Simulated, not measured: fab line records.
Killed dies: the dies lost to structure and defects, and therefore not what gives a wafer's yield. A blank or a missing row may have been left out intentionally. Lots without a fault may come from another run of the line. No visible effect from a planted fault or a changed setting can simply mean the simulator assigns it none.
Chamber matching | flow gf180mcu | cmp-02 running GF_CONTACT_CMP_27: 4 sister chambers
The step polishes, stops on SiO2, t overpolish 15 s, target thk 0 nm. 8 wafers are shown with their chamber, then 12 later ones without.

## EACH WAFER AND ITS CHAMBER
wafer  | chamber | motor_current_A (A) | time_to_endpoint_s (s)
L080.5 | 1       | 10.3                | 77
L084.4 | 1       | 9.7                 | 76
L086.2 | 0       | 10.4                | 72
L086.3 | 2       | 10.0                | 65
L086.6 | 3       | 10.8                | 67
L087.2 | 3       | 10.6                | 70
L087.3 | 0       | 11.1                | 68
L087.4 | 2       | 9.9                 | 65

## WAFERS WHOSE CHAMBER IS MISSING
wafer  | motor_current_A (A) | time_to_endpoint_s (s)
L088.1 | 9.6                 | 77
L088.2 | 9.6                 | 65
L088.5 | 10.1                | 69
L093.2 | 10.3                | 72
L093.3 | 9.9                 | 74
L093.5 | 9.7                 | 67
L095.2 | 9.5                 | 70
L095.5 | 9.9                 | 75
L095.6 | 10.6                | 70
L097.3 | 9.6                 | 80
L097.4 | 9.4                 | 69
L097.6 | 10.8                | 72

## THE CHAMBER EACH PASSED THROUGH
wafer  | from the rows above               | in truth
L088.1 | 1                                 | 1
L088.2 | 2                                 | 2
L088.5 | can't be placed: 3 or 0 or 2      | 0
L093.2 | can't be placed: 0 or 3 or 1      | 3
L093.3 | can't be placed: 1 or 0           | 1
L093.5 | can't be placed: 2 or 3           | 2
L095.2 | can't be placed: 2 or 3 or 0 or 1 | 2
L095.5 | 1                                 | 1
L095.6 | can't be placed: 0 or 3           | 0
L097.3 | 1                                 | 1
L097.4 | can't be placed: 2 or 3 or 0 or 1 | 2
L097.6 | can't be placed: 0 or 3           | 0
Placed correctly: 4 of 12. Unplaceable from these rows: 8, with the true chamber sitting among the candidates in 8. Wrongly placed: 0.
How it was worked out, from the rows above alone: a wafer's distance from a chamber is the root of the sum, over the readings, of the square of ((its reading less the chamber's mean) divided by the reading's scatter). The wafer belongs to the nearest chamber; if the next one is less than 2 further off, it can't be placed. A chamber's mean is the mean of its shown wafers. How the scatter is found: for the shown wafers, subtract from each reading the mean of its chamber, square and add these, divide the total by (wafers less chambers), then take the root.
